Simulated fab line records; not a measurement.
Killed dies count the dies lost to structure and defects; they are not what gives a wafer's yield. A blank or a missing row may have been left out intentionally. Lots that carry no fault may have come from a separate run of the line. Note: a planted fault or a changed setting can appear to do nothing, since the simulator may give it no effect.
A lot that was struck, set against a sound lot | flow sfqLine | 42 out of 325 route steps
Sound: these wafers, L432.1, L432.2, L432.3. Struck: wafer L445.2 (L445.1, L445.3, from the same lot, were not struck and are left out); the cause is given at the end.
For every step that has rows: the tool of each side, followed by ch and its chambers, followed by its first start. Under that, the readings that differ: sound wafers | struck wafers | difference of the means | sigmas: that difference in standard deviations of wafers without a fault.
alike: a reading whose means differ by less than 2 such deviations, as well as words and numbers matching on both sides. not compared: withheld readings; readings where some wafer has no value; bounds like >300 that might hide an equal value; numbers whose values overlap and for which the record gives no deviation.
The two part at a step that has a row with sigmas, a row that says differs or no value, or rows on one side only. Non-overlapping numbers with no deviation appear without sigmas and do not part them. A reading that every wafer of one side lacks parts them only if that side has two wafers or more.

first, 6 steps without rows for these wafers: SFQ_TRILAYER_M1_LITHO_COAT_044 (resist thk 62 nm); SFQ_TRILAYER_M1_LITHO_COAT_039 (resist thk 600 nm); SFQ_TRILAYER_M1_LITHO_SOFTBAKE_043; SFQ_TRILAYER_M1_LITHO_EXPOSE_040 (exposes mask M1, target cd 500 nm); SFQ_TRILAYER_M1_LITHO_PEB_042 (peb time 60 s); SFQ_TRILAYER_M1_LITHO_DEVELOP_041 (time 60 s).
SFQ_M1_OVL_MEAS_911:
  sound: overlay-01 at day 22 15:13; struck: overlay-02 at day 27 03:28
  alike: M1_OVL
then, 1 step without rows for these wafers: SFQ_TRILAYER_M1_BARC_OPEN_METAL_ETCH_054 (etches BARC in O2, target depth 125 nm, time 41.7 s).
SFQ_TRILAYER_M1_ETCH_METAL_ETCH_042: etches Nb in Cl2/Ar, stops on SiO2, target depth 240 nm, time 120 s.
  sound on rieMetal-01 ch 0,1, day 22 15:19; struck on rieMetal-03 ch 1, day 27 03:34
  alike: drypumpMotorCurrentA, oesProductAu
  not compared: rfHoursCounterH
then, 2 steps without rows for these wafers: SFQ_TRILAYER_M1_STRIP_STRIP_043 (strips in O2); SFQ_TRILAYER_M1_STRIP_SOLV_CLEAN_044 (cleans in NMP, time 600 s).
SFQ_TRILAYER_I1_DEP_PECVD_045: deposits SiO2 from SiH4/N2O, time 111.11 s, target thk 500 nm.
  sound on pecvd-04 ch 0,1,2, day 22 16:13; struck on pecvd-04 ch 1, day 27 04:28
reading              | sound          | struck | difference | sigmas
throttleValvePct (%) | 25.0 25.1 26.3 | 22.4   | -3.1       | -3
  alike: heaterPowerW, showerheadVppV
SFQ_TRILAYER_I1_CMP_CMP_046: polishes SiO2.
  sound on cmp-02 ch 0,2,3, day 22 17:35; struck on cmp-02 ch 0, day 27 09:51
reading                                            | sound             | struck | difference | sigmas
timeToEndpointS (s)                                | 214 215 216       | 273    | +58        | +9
model.SiO2_of_TRILAYER_I1_DEP_PECVD_045.thkNm (nm) | 198.8 199.5 199.2 | 303.8  | +104.6     | 
  alike: headPressurePsi, motorCurrentA, slurryFilterDpKPa
SFQ_I1_BOW_MEAS_912:
  sound: filmMetro-02 at day 22 20:35; struck: filmMetro-01 at day 27 12:21
  alike: I1_BOW
SFQ_TRILAYER_I1_METRO_MEASURE_047:
  sound: filmMetro-02 at day 22 20:42; struck: filmMetro-01 at day 27 12:28
reading    | sound             | struck | difference | sigmas
thkNm (nm) | 198.8 199.5 199.3 | 303.8  | +104.6     | +99 or more
then, 6 steps without rows for these wafers: SFQ_TRILAYER_I1_VIA_LITHO_COAT_054 (resist thk 62 nm); SFQ_TRILAYER_I1_VIA_LITHO_COAT_049 (resist thk 650 nm); SFQ_TRILAYER_I1_VIA_LITHO_SOFTBAKE_053; SFQ_TRILAYER_I1_VIA_LITHO_EXPOSE_050 (exposes mask I1, target cd 500 nm); SFQ_TRILAYER_I1_VIA_LITHO_PEB_052 (peb time 60 s); SFQ_TRILAYER_I1_VIA_LITHO_DEVELOP_051 (time 60 s).
-- the record jumps here: 6 days lie between the struck wafers' starts before and after --
SFQ_I1_OVL_MEAS_913:
  sound: overlay-01 at day 29 09:28; struck: overlay-02 at day 33 01:50
  alike: I1_OVL
SFQ_TRILAYER_I1_VIA_BARC_OPEN_VIA_ETCH_071: etches BARC in O2, target depth 125 nm, time 41.7 s.
  sound on rieDiel-03 ch 1,2,3, day 29 09:30; struck on rieDiel-03 ch 1, day 33 01:52
reading             | sound  | struck | difference | sigmas
rfHoursCounterH (h) | 16 8 6 | 17     | +7         | 
  alike: drypumpMotorCurrentA, oesProductAu
SFQ_TRILAYER_I1_VIA_ETCH_VIA_ETCH_052: etches SiO2 in CHF3, stops on Nb, target depth 260 nm.
  sound on rieDiel-03 ch 1,2,3, day 29 09:32; struck on rieDiel-03 ch 1, day 33 01:54
reading                      | sound             | struck | difference | sigmas
oesProductAu (a.u.)          | 0.848 0.856 0.851 | 0.996  | +0.144     | +29
model.etch.depthNm (nm)      | 198.8 199.5 199.2 | 258.2  | +59.0      | 
model.I1.featureDepthNm (nm) | 198.8 199.5 199.2 | 258.2  | +59.0      | 
  alike: drypumpMotorCurrentA
then, 2 steps without rows for these wafers: SFQ_TRILAYER_I1_VIA_STRIP_STRIP_053 (strips in O2); SFQ_TRILAYER_I1_VIA_STRIP_SOLV_CLEAN_054 (cleans in NMP, time 600 s).
SFQ_TRILAYER_M2_DEP_PRE_CLEAN_056: time 22.5 s.
  sound: pvdSputter-03 at day 29 10:26; struck: pvdSputter-05 at day 33 02:47
reading                                            | sound           | struck | difference | sigmas
model.SiO2_of_TRILAYER_I1_DEP_PECVD_045.thkNm (nm) | 191.3 192 191.7 | 296.3  | +104.6     | 
then, 1 step without rows for these wafers: SFQ_TRILAYER_M2_DEP_SPUTTER_055 (material Nb, target thk 200 nm, time 133.3 s).
SFQ_M2_RS_MEAS_914: uses a four-point probe to measure.
  sound: filmMetro-01 at day 29 10:33; struck: filmMetro-01 at day 33 02:55
  alike: M2_NB_RS
then, 6 steps without rows for these wafers: SFQ_TRILAYER_M2_LITHO_COAT_062 (resist thk 62 nm); SFQ_TRILAYER_M2_LITHO_COAT_057 (resist thk 600 nm); SFQ_TRILAYER_M2_LITHO_SOFTBAKE_061; SFQ_TRILAYER_M2_LITHO_EXPOSE_058 (exposes mask M2, target cd 500 nm); SFQ_TRILAYER_M2_LITHO_PEB_060 (peb time 60 s); SFQ_TRILAYER_M2_LITHO_DEVELOP_059 (time 60 s).
-- the record jumps here: 6 days lie between the struck wafers' starts before and after --
SFQ_M2_OVL_MEAS_916:
  sound: overlay-02 at day 35 05:16; struck: overlay-01 at day 39 03:14
  alike: M2_OVL
then, 1 step without rows for these wafers: SFQ_TRILAYER_M2_BARC_OPEN_METAL_ETCH_077 (etches BARC in O2, target depth 125 nm, time 41.7 s).
SFQ_TRILAYER_M2_ETCH_METAL_ETCH_060: etches Nb in Cl2/Ar, stops on SiO2, target depth 240 nm, time 120 s.
  sound on rieMetal-04 ch 0,1, day 35 05:22; struck on rieMetal-04 ch 1, day 39 03:20
  alike: drypumpMotorCurrentA, oesProductAu
  not compared: rfHoursCounterH
SFQ_TRILAYER_M2_STRIP_STRIP_061: strips in O2.
  sound on rieMetal-04 ch 0,1, day 35 05:29; struck on rieMetal-04 ch 1, day 39 03:28
  alike: drypumpMotorCurrentA, oesProductAu
  not compared: rfHoursCounterH
then, 2 steps without rows for these wafers: SFQ_TRILAYER_M2_STRIP_SOLV_CLEAN_062 (cleans in NMP, time 600 s); SFQ_TRILAYER_I2_DEP_PECVD_063 (deposits SiO2 from SiH4/N2O, time 111.11 s, target thk 500 nm).
-- the record jumps here: 52 days lie between the struck wafers' starts before and after --
SFQ_M8_BOW_MEAS_951:
  sound: filmMetro-04 at day 89 08:52; struck: filmMetro-04 at day 91 12:46
reading                | sound             | struck | difference | sigmas
model.etest.i1.linkOhm | 1.964 1.973 1.967 | 1e+06  | +1e+06     | 
  alike: M8_BOW

== WHERE THEY PART ==
Last at SFQ_TRILAYER_I1_VIA_ETCH_VIA_ETCH_052 as far as this record goes, first at SFQ_TRILAYER_I1_DEP_PECVD_045. Later steps at which nothing parts them and some readings are alike: SFQ_M2_RS_MEAS_914, SFQ_M2_OVL_MEAS_916, SFQ_TRILAYER_M2_ETCH_METAL_ETCH_060, SFQ_TRILAYER_M2_STRIP_STRIP_061, SFQ_M8_BOW_MEAS_951.

WHY: what the simulator had put in
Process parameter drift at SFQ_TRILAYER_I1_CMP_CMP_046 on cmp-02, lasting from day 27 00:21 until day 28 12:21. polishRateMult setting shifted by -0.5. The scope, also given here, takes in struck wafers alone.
